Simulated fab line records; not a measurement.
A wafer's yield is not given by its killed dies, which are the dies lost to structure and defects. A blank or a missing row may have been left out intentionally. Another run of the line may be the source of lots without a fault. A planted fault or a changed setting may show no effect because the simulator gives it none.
Matching of chambers || flow gf180mcu || pecvd-01 running GF_V1_CVD_02: 3 sister chambers
The step deposits SiO2 from TEOS, target thk 850 nm, time 94.851 s. 6 wafers are shown with their chamber, then 9 later ones without.

## WAFERS PAIRED WITH THEIR CHAMBERS
{"wafer": "L078.2", "chamber": 1, "heaterPowerW (W)": 732}
{"wafer": "L078.5", "chamber": 1, "heaterPowerW (W)": 772}
{"wafer": "L078.6", "chamber": 0, "heaterPowerW (W)": 539}
{"wafer": "L081.2", "chamber": 2, "heaterPowerW (W)": 793}
{"wafer": "L081.4", "chamber": 0, "heaterPowerW (W)": 552}
{"wafer": "L081.5", "chamber": 2, "heaterPowerW (W)": 792}

## WAFERS MISSING THEIR CHAMBER
{"wafer": "L094.1", "heaterPowerW (W)": 627}
{"wafer": "L094.2", "heaterPowerW (W)": 692}
{"wafer": "L094.4", "heaterPowerW (W)": 694}
{"wafer": "L096.3", "heaterPowerW (W)": 662}
{"wafer": "L096.4", "heaterPowerW (W)": 703}
{"wafer": "L096.6", "heaterPowerW (W)": 812}
{"wafer": "L097.3", "heaterPowerW (W)": 804}
{"wafer": "L097.4", "heaterPowerW (W)": 770}
{"wafer": "L097.5", "heaterPowerW (W)": 660}

## CHAMBER TAKEN BY EACH
{"wafer": "L094.1", "from the rows above": 0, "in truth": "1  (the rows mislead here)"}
{"wafer": "L094.2", "from the rows above": 1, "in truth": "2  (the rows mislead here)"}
{"wafer": "L094.4", "from the rows above": 1, "in truth": 1}
{"wafer": "L096.3", "from the rows above": "can't be placed: 1 or 0", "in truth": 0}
{"wafer": "L096.4", "from the rows above": 1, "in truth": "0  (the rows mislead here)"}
{"wafer": "L096.6", "from the rows above": 2, "in truth": 2}
{"wafer": "L097.3", "from the rows above": 2, "in truth": 2}
{"wafer": "L097.4", "from the rows above": "can't be placed: 1 or 2", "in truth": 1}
{"wafer": "L097.5", "from the rows above": "can't be placed: 1 or 0", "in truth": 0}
3 of 9 placed correctly. Unplaceable from these rows: 3, with the true chamber sitting among the candidates in 3. Wrongly placed: 3.
How it was worked out, from the rows above alone: a wafer's distance from a chamber is the root of the sum, over the readings, of the square of ((its reading less the chamber's mean) divided by the reading's scatter). The wafer belongs to the nearest chamber; if the next one is less than 2 further off, it can't be placed. A chamber's mean is the mean of its shown wafers. The scatter: the root of (the sum of the squares of (reading less its chamber's mean) over the shown wafers, divided by (wafers less chambers)).
